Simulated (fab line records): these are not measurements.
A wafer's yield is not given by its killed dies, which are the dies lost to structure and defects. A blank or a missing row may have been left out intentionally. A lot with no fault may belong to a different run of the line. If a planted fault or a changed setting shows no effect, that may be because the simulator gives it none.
Which of the tools did it? -- flow gf180mcu -- 15 lots with 45 wafers sampled at 6 steps, on a route of 602 steps

## WHAT THE GAUGES SHOWED, per wafer
GF_CONTACT_THK_MEAS_26: measures by xrf. Usual: CONTACT_W_THK typically reads 297 nm, with standard deviation 4.5.
lot,measured,on,CONTACT_W_THK (nm),flag
L306,day 16 05:40,film-metro-02,302 295 297,
L308,day 17 02:35,film-metro-03,298 300 302,
L309,day 17 07:10,film-metro-03,304 298 304,
L310,day 17 20:44,film-metro-02,295 295 298,
L311,day 17 23:32,film-metro-02,305 301 299,
L315,day 20 00:18,film-metro-01,295 297 294,
L317,day 21 00:03,film-metro-03,290 294 292,
L318,day 21 08:10,film-metro-01,294 292 299,
L319,day 21 16:58,film-metro-01,294 295 291,
L321,day 22 03:50,film-metro-01,299 292 292,
L320,day 22 05:14,film-metro-02,303 297 301,
L322,day 22 07:50,film-metro-03,304 292 299,
L325,day 23 08:53,film-metro-02,294 302 297,
L328,day 24 11:18,film-metro-03,293 295 295,
L329,day 24 14:40,film-metro-02,298 300 296,

GF_M1_RS_MEAS_05: measures by four-point-probe. Usual: M1_ALCU_RS typically reads 0.0693 ohm/sq, with standard deviation 0.00067.
lot,measured,on,M1_ALCU_RS (ohm/sq),flag
L306,day 16 06:16,film-metro-04,0.0693 0.0696 0.0688,
L308,day 17 03:11,film-metro-04,7.1352 7.0749 7.0969,OFF
L309,day 17 07:45,film-metro-01,7.2135 7.2004 7.2018,OFF
L310,day 17 21:20,film-metro-04,7.1126 7.1280 7.1258,OFF
L311,day 18 00:07,film-metro-04,0.0704 0.0699 0.0698,
L315,day 20 00:53,film-metro-03,0.0699 0.0692 0.0700,
L317,day 21 00:38,film-metro-01,0.0678 0.0687 0.0686,
L318,day 21 08:45,film-metro-01,0.0689 0.0694 0.0694,
L319,day 21 17:34,film-metro-04,0.0691 0.0691 0.0692,
L321,day 22 04:25,film-metro-03,0.0689 0.0689 0.0692,
L320,day 22 05:50,film-metro-01,0.0692 0.0692 0.0706,
L322,day 22 08:30,film-metro-01,0.0683 0.0681 0.0683,
L325,day 23 09:28,film-metro-04,0.0689 0.0693 0.0697,
L328,day 24 11:54,film-metro-01,0.0689 0.0693 0.0687,
L329,day 24 15:16,film-metro-03,0.0690 0.0689 0.0694,

GF_M1_THK_MEAS_06: measures by xrf. Usual: M1_ALCU_THK typically reads 454 nm, with standard deviation 5.
lot,measured,on,M1_ALCU_THK (nm),flag
L306,day 16 06:22,film-metro-04,455 452 458,
L308,day 17 03:17,film-metro-04,<0 <0 <0,OFF
L309,day 17 07:52,film-metro-01,<0 <0 <0,OFF
L310,day 17 21:26,film-metro-04,<0 <0 <0,OFF
L311,day 18 00:14,film-metro-04,450 453 453,
L315,day 20 01:00,film-metro-03,445 449 446,
L317,day 21 00:45,film-metro-01,465 458 460,
L318,day 21 08:52,film-metro-01,456 454 457,
L319,day 21 17:40,film-metro-04,454 453 455,
L321,day 22 04:32,film-metro-03,455 457 454,
L320,day 22 05:56,film-metro-01,456 456 446,
L322,day 22 08:37,film-metro-01,458 462 458,
L325,day 23 09:35,film-metro-04,458 456 455,
L328,day 24 12:00,film-metro-01,458 455 457,
L329,day 24 15:23,film-metro-03,452 453 448,

## WHAT TOOL EACH LOT RAN ON (gives the tool, then ch and the chambers of the sampled wafers, and finally the start)
lot,GF_CONTACT_CMP_04,GF_CONTACT_CVD_24,GF_M1_SPUTTER_02
L306,"cmp-02 ch 1,2,3, day 15 05:43","cvd-w-02 ch 0,1, day 16 05:26","pvd-sputter-02, day 16 06:09"
L308,"cmp-02 ch 1,3, day 16 02:17","cvd-w-02 ch 0, day 17 02:22","pvd-sputter-01, day 17 03:04"
L309,"cmp-02 ch 0,2, day 16 07:10","cvd-w-02 ch 0,1, day 17 06:57","pvd-sputter-02, day 17 07:40"
L310,"cmp-01 ch 0,1, day 16 19:51","cvd-w-01 ch 0,1, day 17 20:31","pvd-sputter-02, day 17 21:13"
L311,"cmp-02 ch 0,2, day 16 22:29","cvd-w-01 ch 0, day 17 23:18","pvd-sputter-02, day 18 00:01"
L315,"cmp-02 ch 0,2,3, day 18 22:08","cvd-w-01 ch 1, day 20 00:04","pvd-sputter-03, day 20 00:47"
L317,"cmp-01 ch 0,1,3, day 19 22:53","cvd-w-01 ch 0,1, day 20 23:49","pvd-sputter-01, day 21 00:32"
L318,"cmp-01 ch 1,2,3, day 20 06:42","cvd-w-02 ch 0,1, day 21 07:57","pvd-sputter-01, day 21 08:40"
L319,"cmp-01 ch 0,2,3, day 20 15:30","cvd-w-01 ch 0,1, day 21 16:44","pvd-sputter-02, day 21 17:27"
L321,"cmp-02 ch 0,2, day 21 03:00","cvd-w-02 ch 0,1, day 22 03:36","pvd-sputter-01, day 22 04:19"
L320,"cmp-01 ch 0,1, day 21 04:01","cvd-w-02 ch 0,1, day 22 05:01","pvd-sputter-03, day 22 05:43"
L322,"cmp-01 ch 0,2,3, day 21 07:28","cvd-w-02 ch 0,1, day 22 07:36","pvd-sputter-01, day 22 08:23"
L325,"cmp-02 ch 1,2, day 22 07:40","cvd-w-02 ch 0,1, day 23 08:40","pvd-sputter-02, day 23 09:22"
L328,"cmp-01 ch 1,2,3, day 23 11:37","cvd-w-01 ch 0,1, day 24 11:05","pvd-sputter-01, day 24 11:46"
L329,"cmp-02 ch 0,1,2, day 23 15:07","cvd-w-01 ch 1, day 24 14:27","pvd-sputter-02, day 24 15:10"
- GF_CONTACT_CMP_04: polishes SiO2.
- GF_CONTACT_CVD_24: deposits W, target thk 300 nm, time 90.339 s.
- GF_M1_SPUTTER_02: material AlCu, target thk 450 nm, time 23.9 s.

## AS READ BY THE TOOLS THEMSELVES (means over the sampled wafers that have a number; for cases with no such wafer, the mark the record gives instead)
GF_CONTACT_CMP_04. Usual: motor-current-A 11.7 A, standard deviation 0.9; time-to-endpoint-s 110 s, standard deviation 5.7.
lot,tool,motor-current-A (A),time-to-endpoint-s (s),flag
L306,cmp-02,11.6,106,
L308,cmp-02,12.1,119,
L309,cmp-02,11.0,116,
L310,cmp-01,11.4,103,
L311,cmp-02,11.1,119,
L315,cmp-02,11.3,113,
L317,cmp-01,11.0,106,
L318,cmp-01,12.5,103,
L319,cmp-01,12.1,111,
L321,cmp-02,11.2,104,
L320,cmp-01,11.2,108,
L322,cmp-01,11.9,109,
L325,cmp-02,12.1,110,
L328,cmp-01,12.5,107,
L329,cmp-02,11.4,109,

GF_CONTACT_CVD_24. Usual: heater-power-w at 849 W, with a standard deviation of 37.
lot,tool,heater-power-w (W),flag
L306,cvd-w-02,844,
L308,cvd-w-02,779,
L309,cvd-w-02,833,
L310,cvd-w-01,851,
L311,cvd-w-01,869,
L315,cvd-w-01,848,
L317,cvd-w-01,857,
L318,cvd-w-02,850,
L319,cvd-w-01,867,
L321,cvd-w-02,854,
L320,cvd-w-02,825,
L322,cvd-w-02,822,
L325,cvd-w-02,860,
L328,cvd-w-01,851,
L329,cvd-w-01,865,

GF_M1_SPUTTER_02. Usual: cathode-dc-power-W 10600 W, standard deviation 1.9; chamber-pressure-pa 0.4000 Pa, standard deviation 0.0008; throttle-valve-pct 29.9 %, standard deviation 1.1.
lot,tool,cathode-dc-power-W (W),chamber-pressure-pa (Pa),throttle-valve-pct (%),flag
L306,pvd-sputter-02,10601,0.3998,30.8,
L308,pvd-sputter-01,-,-,-,OFF
L309,pvd-sputter-02,-,-,-,OFF
L310,pvd-sputter-02,-,-,-,OFF
L311,pvd-sputter-02,10601,0.4001,29.2,
L315,pvd-sputter-03,10600,0.4005,29.8,
L317,pvd-sputter-01,10600,0.4003,28.6,
L318,pvd-sputter-01,10600,0.4003,28.6,
L319,pvd-sputter-02,10600,0.3997,30.2,
L321,pvd-sputter-01,10599,0.3997,28.9,
L320,pvd-sputter-03,10601,0.4003,30.3,
L322,pvd-sputter-01,10600,0.3998,29.0,
L325,pvd-sputter-02,10599,0.4003,31.0,
L328,pvd-sputter-01,10602,0.4001,29.4,
L329,pvd-sputter-02,10601,0.3998,31.0,

## THE ANSWER, worked out from the rows above alone
Rule: a lot is off if the mean of its wafers that have a number lies more than 3 standard deviations from the usual mean. A lot without any number at a reading at which 4 lots or more have one is off too. The other lots that the step has rows for count as sound. First the gauges in route order, then the tools' own readings, where a lot's mean is used as printed above. At the first step where some lot is off, the reading lying furthest off is the one used; lots without a number count as furthest.
Off: at GF_M1_RS_MEAS_05 (M1_ALCU_RS), L308, L309, L310.
If a tool, at a process step before that reading, ran all the lots that are off and no sound lot after the first of them, it fits. The gauges at GF_M1_RS_MEAS_05 aren't tried: what is off there is off at GF_M1_SPUTTER_02 too, on other tools, and a gauge's error can't cause that. Not one of the candidates tried fits.

## WHAT HAD BEEN PUT IN BY THE SIMULATOR
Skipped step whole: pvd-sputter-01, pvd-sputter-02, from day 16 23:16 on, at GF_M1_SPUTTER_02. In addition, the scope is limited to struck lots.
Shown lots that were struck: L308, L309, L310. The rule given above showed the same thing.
